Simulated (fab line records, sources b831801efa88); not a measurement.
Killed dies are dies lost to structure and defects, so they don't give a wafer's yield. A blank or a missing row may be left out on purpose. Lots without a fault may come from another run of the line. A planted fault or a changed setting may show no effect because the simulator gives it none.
Chamber matching | flow gf180mcu | GF_M5_ETCH_09 on rie_diel-03: 3 sister chambers
The step etches Si3N4 in CF4/O2, target depth 52 nm, time 11.6 s. 3 wafers are shown with their chamber, then 5 later ones without.

WAFERS WITH THEIR CHAMBER
wafer  | chamber | drypump_motor_current_A (A)
L093.1 | 2       | 5.8
L093.2 | 1       | 5.7
L093.3 | 0       | 5.7

WAFERS WITHOUT THEIR CHAMBER
wafer  | drypump_motor_current_A (A)
L093.5 | 5.6
L093.6 | 5.8
L095.3 | 5.9
L095.6 | 5.8
L097.4 | 5.8

WHICH CHAMBER EACH WENT THROUGH
wafer  | from the rows above          | in truth
L093.5 | can't be placed: 0 or 1 or 2 | 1
L093.6 | can't be placed: 2 or 0 or 1 | 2
L095.3 | can't be placed: 2 or 0 or 1 | 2
L095.6 | can't be placed: 2 or 0 or 1 | 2
L097.4 | can't be placed: 2 or 0 or 1 | 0
Placed correctly: 0 of 5. Can't be placed from these rows: 5 (the true chamber is among the candidates in 5). Placed wrongly: 0.
How it was worked out, from the rows above alone: a wafer's distance from a chamber is the root of the sum, over the readings, of the square of ((its reading less the chamber's mean) divided by the reading's scatter). The wafer belongs to the nearest chamber; if the next one is less than 2 further off, it can't be placed. A chamber's mean is the mean of its shown wafers. The scatter: with one shown wafer a chamber, the root of the mean of the squares of how far each hidden wafer lies from its nearest shown one.
